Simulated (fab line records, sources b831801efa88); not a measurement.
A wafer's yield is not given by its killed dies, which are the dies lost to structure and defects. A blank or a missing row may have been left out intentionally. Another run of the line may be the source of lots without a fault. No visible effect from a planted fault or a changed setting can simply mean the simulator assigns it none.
fab line records    flow sky130
[record] lots = 12  wafers = 35  last_day = 50
route steps=708 shown NWELL@65 VT_ADJUST_HVTP@92 VT_ADJUST_LVTN@106 PAD_OPEN@708
lots untouched by any fault: they come from a run of this same line in which no faults occurred
start_h: hours from the record's opening day to when the first of the lot's shown wafers began    wait_h: time in hours since the lot's previous step    " unchanged from the row above    L1.1+2: a row that stands for several wafers    - value missing, or start not given    * or withheld: withheld    < > ~ a bound
route shown NAME@n: a module of which the file shows steps, and the number in the route of the first    usual: mean/standard deviation taken from wafers without a fault    same: alike in all rows    chamber/n: place in a boat    sites: readings site by site    _std_site: the standard deviation of these    _edge_site: the outer-site mean with the inner-site mean subtracted    radius_mm: how far each site lies from the wafer's centre    mask NAME#n: copy n    behind: the last tool/chamber to shape the wafer    hold: why the lot went on hold/how many hours it stayed there/how the hold came to an end    device: which transistor (n, p or np) failed to switch    end of line: the tests these same wafers got at the end of their route    where a step has no rows: the recipe by itself    killed: count of dies lost to structure and defects at first sort (not the wafer's yield)    map: a wafer's dies, x killed, . not, _ none there
set.NAME: the run value of the setting; set.NAME@STEP: its run value at that earlier step    model.NAME: the simulator's own value behind a step, which no gauge read
a sample of lots followed through the steps of the route, with each step as a table and each wafer as a row
services: from which hour (start_h, from the record's first day; less than 0 if before it) a tool's chamber was out of use, for how many hours, and why
[[steps]]
[step SKY_NWELL_IMPLANT_12]
[recipe] species = P  energy_kev = 120  dose_cm2 = 1.3e+12  tilt_deg = withheld
[usual] beam_on_s = 10.00/0.2  faraday_current_uA = 7.33/0.14
lot.wafer  tool          chamber  start_h  wait_h  beam_on_s  faraday_current_uA
L374.1     implanter-03  0        91.13    0.1     9.90       7.37
L374.2     "             0        "        "       9.81       7.42
L374.6     "             0        "        "       10.12      7.23
L375.3     implanter-04  0        99.54    0.1     9.86       7.46
L375.5     "             0        "        "       10.25      7.19
L375.6     "             0        "        "       9.98       7.38
L376.3     implanter-03  0        107.64   0.1     10.07      7.28
L376.4     "             0        "        "       10.01      7.33
L376.5     "             0        "        "       9.72       7.52
L377.3     implanter-03  0        110.53   0.1     10.31      7.11
L377.5     "             0        "        "       9.88       7.40
L377.6     "             0        "        "       10.18      7.21
L378.1     implanter-02  0        122.42   0.1     10.40      7.03
L378.2     "             0        "        "       9.90       7.41
L378.3     "             0        "        "       9.95       7.38
L380.1     implanter-02  0        124.04   0.1     10.36      7.05
L380.2     "             0        "        "       9.78       7.49
L380.5     "             0        "        "       10.29      7.10
L388.5     implanter-03  0        171.14   0.1     9.91       7.39
L388.6     "             0        "        "       11.59      6.28
L389.1     implanter-03  0        178.79   0.1     9.75       7.49
L389.2     "             0        "        "       9.57       7.61
L389.3     "             0        "        "       11.53      6.36
L391.3     implanter-03  0        195.29   0.1     11.50      6.39
L391.5     "             0        "        "       10.01      7.35
L391.6     "             0        "        "       11.23      6.54
L392.2     implanter-02  0        202.76   0.1     9.97       7.33
L392.5     "             0        "        "       9.96       7.33
L392.6     "             0        "        "       10.01      7.33
L394.4     implanter-02  0        209.99   0.1     10.04      7.32
L394.5     "             0        "        "       10.09      7.26
L394.6     "             0        "        "       10.29      7.14
L395.1     implanter-04  0        214.29   0.1     9.86       7.41
L395.3     "             0        "        "       10.18      7.21
L395.5     "             0        "        "       9.79       7.51
[step SKY_NWELL_STRIP_25]
[recipe] chemistry = O2/N2  power_w = 1400  pressure_mtorr = 1500  platen_temp_c = withheld  o2_flow_sccm = 3000  n2_flow_sccm = 300  overash_fraction = 0.5
[usual] drypump_motor_current_A = 5.6/0.58  oes_product_au = 0.722/0.0049  strip_time_to_endpoint_s = 36.90/0.096
lot.wafer  tool             chamber  start_h  wait_h  drypump_motor_current_A  oes_product_au  rf_hours_counter_h  strip_time_to_endpoint_s
L374.1     plasma_asher-02  0        109.48   0.1     6.6                      0.722           39                  37.09
L374.2     "                1        "        "       5.8                      0.721           39                  37.03
L374.6     "                0        "        "       6.5                      0.716           -                   37.10
L375.3     plasma_asher-01  0        117.85   0.1     5.0                      0.715           -                   37.08
L375.5     "                1        "        "       4.8                      0.722           -                   36.99
L375.6     "                0        "        "       5.0                      0.722           -                   36.95
L376.3     plasma_asher-01  0        127.05   0.1     5.0                      0.721           -                   36.88
L376.4     "                1        "        "       4.8                      0.714           -                   36.78
L376.5     "                0        "        "       5.0                      0.736           -                   36.68
L377.3     plasma_asher-02  0        129.95   0.1     6.6                      0.719           -                   37.03
L377.5     "                0        "        "       6.5                      0.718           -                   37.08
L377.6     "                1        "        "       5.8                      0.718           -                   37.07
L378.1     plasma_asher-01  0        141.84   0.1     5.0                      0.718           2                   36.95
L378.2     "                1        "        "       4.8                      0.729           2                   36.87
L378.3     "                1        "        "       4.8                      0.718           -                   36.89
L380.1     plasma_asher-04  1        143.79   0.1     6.0                      0.721           34                  36.80
L380.2     "                0        "        "       5.6                      0.724           34                  36.90
L380.5     "                0        "        "       5.6                      0.722           -                   36.80
L388.5     plasma_asher-04  0        192.73   0.1     5.6                      0.730           -                   36.80
L388.6     "                1        "        "       6.0                      0.708           -                   36.79
L389.1     plasma_asher-04  0        200.09   0.1     5.7                      0.722           40                  36.98
L389.2     "                1        "        "       6.0                      0.720           40                  36.99
L389.3     "                1        "        "       6.0                      0.721           -                   36.98
L391.3     plasma_asher-01  0        217.32   0.1     5.0                      0.727           -                   36.82
L391.5     "                1        "        "       4.8                      0.722           -                   36.95
L391.6     "                0        "        "       5.0                      0.717           -                   36.88
L392.2     plasma_asher-02  1        224.63   0.1     5.7                      0.721           51                  36.88
L392.5     "                1        "        "       5.7                      0.716           -                   36.86
L392.6     "                0        "        "       6.5                      0.712           -                   36.81
L394.4     plasma_asher-04  1        232.60   0.1     6.0                      0.733           -                   36.88
L394.5     "                0        "        "       5.6                      0.731           -                   37.04
L394.6     "                1        "        "       6.0                      0.714           -                   36.90
L395.1     plasma_asher-01  0        236.72   0.1     5.0                      0.722           12                  36.87
L395.3     "                0        "        "       5.0                      0.720           -                   36.76
L395.5     "                0        "        "       5.0                      0.716           -                   36.80
[step SKY_NWELL_RS_MEAS_29]
[recipe] thk_meas_gauge = four-point-probe
[usual] NWELL_RS = 625.1/1.6
lot.wafer  tool           chamber  start_h  wait_h  NWELL_RS[ohm/sq]
L374.1     film_metro-04  -        109.79   0.1     625.5
L374.2     "              -        "        "       625.0
L374.6     "              -        "        "       626.4
L375.3     film_metro-01  -        118.17   0.1     626.6
L375.5     "              -        "        "       625.7
L375.6     "              -        "        "       624.6
L376.3     film_metro-04  -        127.37   0.1     624.8
L376.4     "              -        "        "       622.8
L376.5     "              -        "        "       622.7
L377.3     film_metro-04  -        130.27   0.1     623.8
L377.5     "              -        "        "       624.1
L377.6     "              -        "        "       623.8
L378.1     film_metro-04  -        142.15   0.1     624.0
L378.2     "              -        "        "       623.7
L378.3     "              -        "        "       623.1
L380.1     film_metro-01  -        144.10   0.1     627.9
L380.2     "              -        "        "       626.2
L380.5     "              -        "        "       627.3
L388.5     film_metro-04  -        193.06   0.1     624.4
L388.6     "              -        "        "       622.3
L389.1     film_metro-03  -        200.40   0.1     627.3
L389.2     "              -        "        "       625.9
L389.3     "              -        "        "       620.8
L391.3     film_metro-01  -        217.65   0.1     619.9
L391.5     "              -        "        "       624.6
L391.6     "              -        "        "       617.4
L392.2     film_metro-01  -        224.96   0.1     627.6
L392.5     "              -        "        "       627.9
L392.6     "              -        "        "       626.5
L394.4     film_metro-03  -        232.94   0.1     626.6
L394.5     "              -        "        "       626.9
L394.6     "              -        "        "       627.4
L395.1     film_metro-03  -        237.03   0.1     625.2
L395.3     "              -        "        "       626.0
L395.5     "              -        "        "       623.5
[step SKY_VT_ADJUST_HVTP_CD_MEAS_07]
[recipe] target_cd_nm = 380
[usual] cd_nm = 380.3/2.3
lot.wafer  tool       chamber  start_h  wait_h  cd_nm
L374.1     cd_sem-01  -        128.70   0.1     379.2
L374.2     "          -        "        "       379.7
L374.6     "          -        "        "       378.0
L375.3     cd_sem-01  -        137.84   0.1     382.8
L375.5     "          -        "        "       383.9
L375.6     "          -        "        "       383.4
L376.3     cd_sem-01  -        146.29   0.1     382.1
L376.4     "          -        "        "       381.9
L376.5     "          -        "        "       383.6
L377.3     cd_sem-02  -        150.44   0.1     379.8
L377.5     "          -        "        "       381.7
L377.6     "          -        "        "       380.9
L378.1     cd_sem-02  -        161.55   0.1     381.3
L378.2     "          -        "        "       384.1
L378.3     "          -        "        "       380.7
L380.1     cd_sem-01  -        164.15   0.1     375.9
L380.2     "          -        "        "       376.4
L380.5     "          -        "        "       376.2
L388.5     cd_sem-01  -        215.01   0.2     383.5
L388.6     "          -        "        "       382.6
L389.1     cd_sem-01  -        222.45   0.1     382.3
L389.2     "          -        "        "       381.0
L389.3     "          -        "        "       382.0
L391.3     cd_sem-01  -        240.19   0.1     379.5
L391.5     "          -        "        "       378.9
L391.6     "          -        "        "       379.8
L392.2     cd_sem-01  -        246.92   0.1     380.0
L392.5     "          -        "        "       380.2
L392.6     "          -        "        "       379.3
L394.4     cd_sem-01  -        256.61   0.1     379.2
L394.5     "          -        "        "       379.3
L394.6     "          -        "        "       381.0
L395.1     cd_sem-02  -        260.30   0.1     376.6
L395.3     "          -        "        "       378.2
L395.5     "          -        "        "       377.1
[step SKY_VT_ADJUST_LVTN_STRIP_09]
[recipe] chemistry = O2/N2  power_w = 1400  pressure_mtorr = 1500  platen_temp_c = withheld  o2_flow_sccm = 3000  n2_flow_sccm = 300  overash_fraction = 0.5
[usual] drypump_motor_current_A = 5.6/0.53  oes_product_au = 0.723/0.0043  strip_time_to_endpoint_s = 36.94/0.097
lot.wafer  tool             chamber  start_h  wait_h  drypump_motor_current_A  oes_product_au  rf_hours_counter_h  strip_time_to_endpoint_s
L374.1     plasma_asher-01  0        148.22   0.1     5.0                      0.721           3                   37.03
L374.2     "                1        "        "       4.8                      0.721           3                   37.01
L374.6     "                0        "        "       5.0                      0.729           -                   36.99
L375.3     plasma_asher-04  0        157.53   0.1     5.6                      0.723           -                   37.04
L375.5     "                0        "        "       5.7                      0.728           -                   37.00
L375.6     "                1        "        "       5.9                      0.729           -                   36.91
L376.3     plasma_asher-01  1        166.60   0.1     4.8                      0.723           -                   37.00
L376.4     "                0        "        "       5.0                      0.729           -                   37.07
L376.5     "                1        "        "       4.8                      0.717           -                   36.98
L377.3     plasma_asher-01  1        171.10   0.1     4.8                      0.726           -                   36.97
L377.5     "                1        "        "       4.8                      0.726           -                   36.93
L377.6     "                0        "        "       5.0                      0.726           -                   36.92
L378.1     plasma_asher-04  0        182.90   0.1     5.6                      0.720           38                  36.76
L378.2     "                1        "        "       6.0                      0.730           38                  36.91
L378.3     "                0        "        "       5.6                      0.721           -                   36.85
L380.1     plasma_asher-03  1        185.42   0.1     6.4                      0.730           50                  36.77
L380.2     "                0        "        "       5.4                      0.730           50                  36.81
L380.5     "                0        "        "       5.4                      0.723           -                   36.88
L388.5     plasma_asher-04  1        237.61   0.1     6.0                      0.718           -                   36.89
L388.6     "                0        "        "       5.6                      0.724           -                   36.98
L389.1     plasma_asher-03  0        245.37   0.1     5.4                      0.724           56                  37.00
L389.2     "                1        "        "       6.3                      0.728           56                  36.97
L389.3     "                1        "        "       6.4                      0.722           -                   36.97
L391.3     plasma_asher-03  1        264.16   0.1     6.4                      0.725           -                   37.00
L391.5     "                1        "        "       6.4                      0.722           -                   37.01
L391.6     "                0        "        "       5.4                      0.724           -                   36.95
L392.2     plasma_asher-03  0        271.42   0.1     5.4                      0.720           59                  37.12
L392.5     "                0        "        "       5.4                      0.725           -                   37.17
L392.6     "                1        "        "       6.4                      0.722           -                   37.05
L394.4     plasma_asher-04  0        280.80   0.1     5.6                      0.723           -                   36.97
L394.5     "                1        "        "       6.0                      0.728           -                   37.02
L394.6     "                0        "        "       5.6                      0.729           -                   36.97
L395.1     plasma_asher-01  0        285.52   0.1     5.0                      0.724           17                  37.14
L395.3     "                0        "        "       5.0                      0.725           -                   37.02
L395.5     "                0        "        "       5.0                      0.722           -                   37.01
[step SKY_PAD_OPEN_PROBE_99]
[usual] killed_at_M0_to_M3 = 43/7.7  killed_at_M4_up = 3.1/1.7  killed_at_contacts = 23/4.8  killed_at_front_end = 15/4.5  killed_at_other = 0.3/0.58  killed_dies = 85/10  killed_on_rim = 17/3.8  killed_open = 46/7.5  killed_short = 38/6.5
[same] gross_dies = 492  killed_at_back_side = 0
lot.wafer  tool       chamber  start_h  wait_h  killed_at_M0_to_M3  killed_at_M4_up  killed_at_contacts  killed_at_front_end  killed_at_other  killed_dies  killed_on_rim  killed_open  killed_short
L375.3     prober-01  -        1087.79  0.2     53                  2                17                  8                    0                80           15             41           39
L375.5     prober-01  -        1087.89  0.2     43                  0                27                  8                    0                78           14             45           33
L375.6     prober-01  -        1087.94  0.2     42                  2                20                  14                   0                78           19             51           27
L376.3     prober-01  -        1106.07  0.2     44                  2                30                  8                    0                84           20             48           36
L376.4     prober-01  -        1106.12  0.2     38                  4                25                  16                   0                83           18             47           36
L376.5     prober-01  -        1106.17  0.2     46                  3                23                  16                   0                88           14             48           39
L378.1     prober-02  -        1113.73  0.1     52                  3                30                  19                   1                105          21             51           54
L378.2     prober-02  -        1113.78  0.1     43                  3                22                  16                   0                84           17             44           40
L378.3     prober-02  -        1113.83  0.2     48                  0                30                  8                    0                86           15             47           39
L380.1     prober-02  -        1116.69  0.1     42                  3                23                  19                   1                88           22             47           40
L380.2     prober-02  -        1116.74  0.1     51                  2                26                  12                   0                91           14             39           49
L380.5     prober-02  -        1116.89  0.2     38                  4                24                  11                   0                77           15             46           31
L389.1     prober-02  -        1164.04  0.1     49                  4                22                  6                    1                82           19             37           45
L389.2     prober-02  -        1164.09  0.1     41                  6                19                  11                   2                79           18             43           36
L389.3     prober-02  -        1164.14  0.2     44                  1                23                  17                   0                85           18             42           43
// killed by level:class
L375.3 VIA1:geometric_particle:open=9 LI_CONTACT:geometric_particle:open=8 METAL1:geometric_particle:short=8 VIA1:geometric_particle:short=7 VIA3:geometric_particle:open=7 VIA2:geometric_particle:open=6 FIELD_ISO:geometric_particle:short=5 CONTACT:geometric_particle:short=5
L375.5 VIA1:geometric_particle:open=17 CONTACT:geometric_particle:open=11 METAL2:geometric_particle:short=7 LI_CONTACT:geometric_particle:open=6 CONTACT:geometric_particle:short=5 FIELD_ISO:geometric_particle:short=4 VIA1:geometric_particle:short=4 VIA3:geometric_particle:open=4
L375.6 VIA1:geometric_particle:open=11 CONTACT:geometric_particle:open=9 FIELD_ISO:geometric_particle:open=7 VIA3:geometric_particle:open=7 VIA2:geometric_particle:open=6 METAL2:geometric_particle:short=6 LI_CONTACT:geometric_particle:open=5 FIELD_ISO:geometric_particle:short=3
L376.3 VIA1:geometric_particle:open=10 CONTACT:geometric_particle:open=8 LI_CONTACT:geometric_particle:open=8 CONTACT:geometric_particle:short=8 VIA2:geometric_particle:open=6 VIA3:geometric_particle:open=6 VIA1:geometric_particle:short=5 METAL2:geometric_particle:short=5
L376.4 VIA1:geometric_particle:open=11 LI_CONTACT:geometric_particle:open=9 CONTACT:geometric_particle:open=6 VIA2:geometric_particle:open=6 FIELD_ISO:geometric_particle:short=5 VIA3:geometric_particle:short=5 CONTACT:geometric_particle:short=5 METAL3:geometric_particle:short=5
L376.5 CONTACT:geometric_particle:open=13 VIA2:geometric_particle:open=9 VIA2:geometric_particle:short=6 FIELD_ISO:geometric_particle:short=5 VIA1:geometric_particle:open=5 METAL2:geometric_particle:short=5 FIELD_ISO:geometric_particle:open=4 LI_CONTACT:geometric_particle:open=4
L378.1 VIA3:geometric_particle:open=10 VIA1:geometric_particle:open=8 CONTACT:geometric_particle:open=8 CONTACT:geometric_particle:short=6 METAL2:geometric_particle:short=6 VIA1:geometric_particle:short=6 VIA2:geometric_particle:open=6 POLY_GATE:geometric_particle:short=5
L378.2 VIA1:geometric_particle:open=11 CONTACT:geometric_particle:open=10 VIA1:geometric_particle:short=8 METAL1:geometric_particle:short=7 FIELD_ISO:geometric_particle:open=5 LOCAL_INTERCONNECT:geometric_particle:short=5 VIA2:geometric_particle:open=4 POLY_GATE:geometric_particle:short=3
L378.3 VIA1:geometric_particle:open=13 LI_CONTACT:geometric_particle:open=9 VIA1:geometric_particle:short=9 CONTACT:geometric_particle:open=8 LOCAL_INTERCONNECT:geometric_particle:short=6 CONTACT:geometric_particle:short=6 VIA2:geometric_particle:open=6 POLY_GATE:geometric_particle:short=4
L380.1 CONTACT:geometric_particle:open=11 VIA1:geometric_particle:open=8 VIA2:geometric_particle:open=7 METAL2:geometric_particle:short=7 CONTACT:geometric_particle:short=6 POLY_GATE:geometric_particle:open=5 VIA1:geometric_particle:short=5 METAL2:geometric_particle:open=4
L380.2 METAL2:geometric_particle:short=12 VIA1:geometric_particle:open=9 CONTACT:geometric_particle:open=9 FIELD_ISO:geometric_particle:short=6 LI_CONTACT:geometric_particle:open=6 METAL3:geometric_particle:short=6 METAL1:geometric_particle:short=5 CONTACT:geometric_particle:short=4
L380.5 CONTACT:geometric_particle:open=12 VIA1:geometric_particle:open=8 METAL1:geometric_particle:short=6 FIELD_ISO:geometric_particle:open=5 VIA3:geometric_particle:open=5 LI_CONTACT:geometric_particle:open=4 LOCAL_INTERCONNECT:geometric_particle:short=4 VIA2:geometric_particle:open=4
L389.1 VIA3:geometric_particle:open=12 VIA1:geometric_particle:open=8 METAL2:geometric_particle:short=7 CONTACT:geometric_particle:short=7 VIA1:geometric_particle:short=7 CONTACT:geometric_particle:open=5 METAL4:geometric_particle:short=4 LI_CONTACT:geometric_particle:open=4
L389.2 VIA1:geometric_particle:open=12 LI_CONTACT:geometric_particle:open=9 METAL2:geometric_particle:short=8 VIA3:geometric_particle:open=8 METAL4:geometric_particle:short=6 LOCAL_INTERCONNECT:geometric_particle:short=4 CONTACT:geometric_particle:open=4 VIA1:geometric_particle:short=4
L389.3 METAL2:geometric_particle:short=10 CONTACT:geometric_particle:open=9 METAL1:geometric_particle:short=9 FIELD_ISO:geometric_particle:open=7 LI_CONTACT:geometric_particle:open=7 VIA3:geometric_particle:open=7 VIA2:geometric_particle:open=5 FIELD_ISO:geometric_particle:short=4
[[services]]
tool             chamber  start_h  hours  kind
implanter-03     -        70.63    4.6    repair
plasma_asher-01  -        108.75   9.0    pm
plasma_asher-01  0        108.75   9.0    vent_cycle
plasma_asher-01  1        108.75   9.0    vent_cycle
implanter-02     -        109.23   3.3    pm
implanter-04     -        111.54   3.6    repair
implanter-03     -        129.63   3.9    repair
implanter-04     -        146.79   3.5    pm
implanter-04     -        159.03   2.7    pm
implanter-02     -        168.80   2.5    pm
plasma_asher-03  -        174.84   2.8    pm
plasma_asher-04  -        187.54   1.2    repair
plasma_asher-04  -        192.15   0.5    repair
plasma_asher-03  -        196.30   2.4    repair
implanter-03     -        202.55   3.5    repair
plasma_asher-03  -        216.34   0.4    repair
plasma_asher-02  -        227.51   12.0   repair
plasma_asher-01  -        243.62   0.6    repair
implanter-04     -        245.21   0.5    repair
plasma_asher-04  -        249.11   2.8    pm
implanter-04     -        249.63   1.3    repair
implanter-04     -        254.66   11.3   pm
implanter-02     -        267.09   1.9    repair
implanter-03     -        280.04   8.7    pm
[[key]]
[first_sign] step = SKY_NWELL_IMPLANT_12  reading = beam_on_s  direction = up  sigmas = 7.4  usual = 10.00  struck = 11.46
[effect] step = SKY_NWELL_IMPLANT_12  reading = faraday_current_uA  direction = down  sigmas = 6.5  usual = 7.33  struck = 6.39
[effect] step = SKY_NWELL_RS_MEAS_29  reading = NWELL_RS  direction = down  sigmas = 3.2  usual = 625.1  struck = 620.1
met_at SKY_NWELL_IMPLANT_12
struck_lots L388,L389,L391
struck_wafers L388.6,L389.3,L391.3,L391.6
tester_left_out L388,L389,L391
not_acting_at SKY_NWELL_STRIP_25,SKY_VT_ADJUST_HVTP_CD_MEAS_07,SKY_VT_ADJUST_LVTN_STRIP_09
onset_between 110.53 171.14
[fault] kind = process_parameter_drift  tool = implanter-03  chamber = -  onset_h = 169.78  steps = SKY_NWELL_IMPLANT_12  channel = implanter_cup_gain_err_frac  offset = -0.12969  shape = step  end_h = 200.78  scope = struck_wafers_only
// tester_left_out: of these lots the tester's yield and bins aren't shown, on N5 and GAA mostly nor the transistor test; their killed dies are dies lost to structure and defects alone, not to doping, threshold or leakage, so they don't give the yield
